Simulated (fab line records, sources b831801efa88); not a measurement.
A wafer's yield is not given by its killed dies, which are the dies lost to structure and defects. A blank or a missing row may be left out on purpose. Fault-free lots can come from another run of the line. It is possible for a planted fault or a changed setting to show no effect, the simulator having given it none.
Which tool was responsible? + flow gf180mcu + 21 wafers from 7 lots sampled at 4 of the route's 602 steps

WHAT THE GAUGES SHOWED, per wafer
GF_V5_THK_MEAS_03.
| lot  | measured     | on            | V5_CVD_02_THK (nm) |
|------|--------------|---------------|--------------------|
| L478 | day 26 22:33 | film_metro-03 | 1465 1449 1469     |
| L481 | day 28 05:04 | film_metro-03 | 1434 1448 1439     |
| L483 | day 28 19:32 | film_metro-03 | 1457 1484 1484     |
| L484 | day 29 14:10 | film_metro-02 | 1473 1448 1451     |
| L494 | day 31 22:36 | film_metro-03 | 1432 1431 1464     |
| L497 | day 32 13:16 | film_metro-02 | 1457 1443 1457     |
| L499 | day 33 06:11 | film_metro-01 | 1456 1446 1455     |

EACH LOT AND THE TOOL THAT RAN IT (in order: tool; ch and the chambers of the sampled wafers; start)
| lot  | GF_HV_LDD_ETCHBACK_58              | GF_MIM_SPUTTER_09            | GF_M5_ETCH_09                      |
|------|------------------------------------|------------------------------|------------------------------------|
| L478 | rie_diel-03 ch 1,2, day 12 23:58   | pvd_sputter-04, day 25 02:01 | rie_diel-01 ch 2,3, day 26 21:37   |
| L481 | rie_diel-02 ch 2,3, day 14 12:16   | pvd_sputter-01, day 26 12:27 | rie_diel-04 ch 1,2,3, day 28 04:10 |
| L483 | rie_diel-03 ch 1,3, day 15 04:35   | pvd_sputter-02, day 27 03:01 | rie_diel-01 ch 0,1,2, day 28 18:38 |
| L484 | rie_diel-02 ch 0,3, day 16 00:37   | pvd_sputter-04, day 27 22:43 | rie_diel-04 ch 0,3, day 29 13:07   |
| L494 | rie_diel-03 ch 1,2,3, day 18 17:17 | pvd_sputter-02, day 30 08:49 | rie_diel-04 ch 0,3, day 31 21:41   |
| L497 | rie_diel-01 ch 0,1,3, day 19 16:29 | pvd_sputter-04, day 31 01:11 | rie_diel-02 ch 1,2,3, day 32 12:20 |
| L499 | rie_diel-01 ch 0,1,3, day 20 19:07 | pvd_sputter-02, day 31 18:50 | rie_diel-04 ch 0,3, day 33 05:10   |
- GF_HV_LDD_ETCHBACK_58: etches Si3N4 in CH3F/O2, stops on SiO2, time 100 s, target depth 90 nm.
- GF_MIM_SPUTTER_09: material TiN, target thk 35 nm, time 29.2 s.
- GF_M5_ETCH_09: etches Si3N4 in CF4/O2, target depth 52 nm, time 11.6 s.

THE ANSWER, worked out from the rows above alone
Rule: the lots themselves supply what counts as usual. Put in order of their means at a reading, lots are off if they are a third of the lots or fewer, leave a main group of 4 or more, and stand apart from it by a gap of 3 or more times the standard deviation of the main group's means; of several such gaps the widest counts. A main group whose means are all the same, to the digits that the tables above print for the reading, isn't used. A lot without any number at a reading at which 4 lots or more have one is off too. The other lots that the step has rows for count as sound.
Across all readings shown, no lot is off: no conclusion can be drawn from this.

WHAT THE SIMULATOR PUT IN
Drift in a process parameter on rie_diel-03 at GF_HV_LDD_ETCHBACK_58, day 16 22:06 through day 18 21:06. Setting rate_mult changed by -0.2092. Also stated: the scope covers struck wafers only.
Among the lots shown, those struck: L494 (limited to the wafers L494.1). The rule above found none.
